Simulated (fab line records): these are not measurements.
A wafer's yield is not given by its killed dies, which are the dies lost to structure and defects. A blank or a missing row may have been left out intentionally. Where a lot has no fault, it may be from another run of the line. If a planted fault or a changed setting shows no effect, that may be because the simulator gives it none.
Comparing a struck lot with a sound one | flow sky130 | 17 steps out of a route of 708
Sound: wafers L249.1, L249.2, L249.4. Struck: wafer L254.4. (L254.2, L254.3 of the same lot were not struck and are left out.) The cause comes at the end.
Order at every step that has rows: each side's tool, ch and its chambers, its first start. Under that, the readings that differ: sound wafers | struck wafers | difference of the means | sigmas: that difference in standard deviations of wafers without a fault.
alike: same words and numbers on both sides, and readings whose means sit less than 2 such deviations apart. not compared: any withheld reading, any reading some wafer has no value for, any bound like >300 that may hide the same value, and any number with overlapping values for which the record gives no deviation.
The two part at a step that has a row with sigmas, a row that says differs or no value, or rows on one side only. When numbers do not overlap yet have no deviation, they are printed without sigmas and do not part them. A reading missing from all wafers of one side parts the sides only when that side holds two or more wafers.

SKY_LOCAL_INTERCONNECT_RS_MEAS_01: uses a four-point probe to measure.
  sound on film metro-04 at day 34 02:38; struck on film metro-01 at day 35 10:49
  alike: LOCAL_INTERCONNECT_TIN_RS
SKY_LOCAL_INTERCONNECT_THK_MEAS_02: measures by xrf.
  sound on film metro-04 at day 34 02:46; struck on film metro-01 at day 35 10:56
  alike: LOCAL_INTERCONNECT_TIN_THK
then, 8 steps without rows for these wafers: SKY_LOCAL_INTERCONNECT_DEHYDRATE_03 (time 60 s); SKY_LOCAL_INTERCONNECT_HMDS_04 (prime time 60 s); SKY_LOCAL_INTERCONNECT_COAT_05 (resist thk 60 nm); SKY_LOCAL_INTERCONNECT_COAT_06 (resist thk 450 nm); SKY_LOCAL_INTERCONNECT_SOFTBAKE_07 (time 90 s); SKY_LOCAL_INTERCONNECT_EXPOSE_08 (exposes mask LI1M, target cd 170 nm); SKY_LOCAL_INTERCONNECT_PEB_09; SKY_LOCAL_INTERCONNECT_DEVELOP_10 (develop time 60 s).
SKY_LOCAL_INTERCONNECT_CD_MEAS_11 targets a cd of 170 nm.
  sound on cd sem-01 at day 35 05:16; struck on cd sem-01 at day 36 13:32
  alike: cd nm
SKY_LOCAL_INTERCONNECT_OVL_MEAS_12:
  sound on overlay-01 at day 35 05:23; struck on overlay-01 at day 36 13:38
  alike: LOCAL_INTERCONNECT_OVL
SKY_LOCAL_INTERCONNECT_ETCH_13: etches BARC in N2/H2, stops on SiO2, time 45.9 s, target depth 60 nm.
  sound on rie metal-04 ch 0,1, day 35 05:25; struck on rie metal-04 ch 0, day 36 13:41
  reading                                                   | sound             | struck | difference | sigmas
  oes product au (a.u.)                                     | 0.858 0.850 0.853 | 0.768  | -0.086     | -19
  model.KrF-thick_of_LOCAL_INTERCONNECT_COAT_06.thk nm (nm) | 392.4 391.2 393.4 | 407.4  | +15.1      |
  model.etch.depth nm (nm)                                  | 60.18 60.1 60.08  | 49.09  | -11.03     |
  model.LOCAL_INTERCONNECT.cd nm (nm)                       | 170.4 170.3 172.3 | 175.2  | +4.2       |
  alike: drypump motor current A, n2 flow sccm, throttle valve pct
  not compared: rf hours counter h
SKY_LOCAL_INTERCONNECT_METAL_ETCH_14: etches TiN in Cl2/BCl3, stops on PSG, target depth 110 nm, time 31.4 s.
  sound on rie metal-04 ch 0,1, day 35 05:29; struck on rie metal-04 ch 0, day 36 13:49
  reading                                                   | sound                | struck | difference | sigmas
  oes product au (a.u.)                                     | 0.943 0.943 0.939    | 0.457  | -0.485     | -76
  throttle valve pct (%)                                    | 21.905 21.903 21.917 | 22.191 | +0.283     | +31
  model.KrF-thick_of_LOCAL_INTERCONNECT_COAT_06.thk nm (nm) | 348.7 347.8 350.1    | 363.5  | +14.6      |
  model.LOCAL_INTERCONNECT.cd nm (nm)                       | 170.8 170.1 172.3    | 174.5  | +3.4       |
  alike: drypump motor current A
  not compared: rf hours counter h
SKY_LOCAL_INTERCONNECT_STRIP_15: strips in O2/N2.
  sound on plasma asher-04 ch 0,1, day 35 05:32; struck on plasma asher-02 ch 1, day 36 13:53
  reading                      | sound             | struck | difference | sigmas
  strip time to endpoint s (s) | 4.710 4.728 4.742 | 4.873  | +0.146     | +9
  alike: drypump motor current A, n2 flow sccm, oes product au
  not compared: rf hours counter h
then, 1 step without rows for these wafers: SKY_LOCAL_INTERCONNECT_STRIP_16 (strips in post etch residue remover, time 1200 s).
-- here the record skips 14 days between the struck wafers' starts before and after, leaving off in module LOCAL_INTERCONNECT and picking up in module PAD_OPEN (first step shown: number 708 of the route) --
SKY_PAD_OPEN_PROBE_99:
  sound on prober-02 at day 49 18:32; struck on prober-01 at day 50 15:02
  reading            | sound | struck | difference | sigmas
  killed at contacts | 16    | 369    | +353       | +69
  killed dies        | 83    | 443    | +360       | +40
  killed on rim      | 14    | 88     | +74        | +21
  alike: killed_at_M0_to_M3, killed_at_M4_up, killed at front end, killed at other, killed open, killed short

## WHERE THEY PART
Last at SKY_PAD_OPEN_PROBE_99 as far as this record goes, first at SKY_LOCAL_INTERCONNECT_ETCH_13.

WHY: what the simulator had put in
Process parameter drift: rie metal-04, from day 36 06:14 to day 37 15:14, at SKY_LOCAL_INTERCONNECT_ETCH_13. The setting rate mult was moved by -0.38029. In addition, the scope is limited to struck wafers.
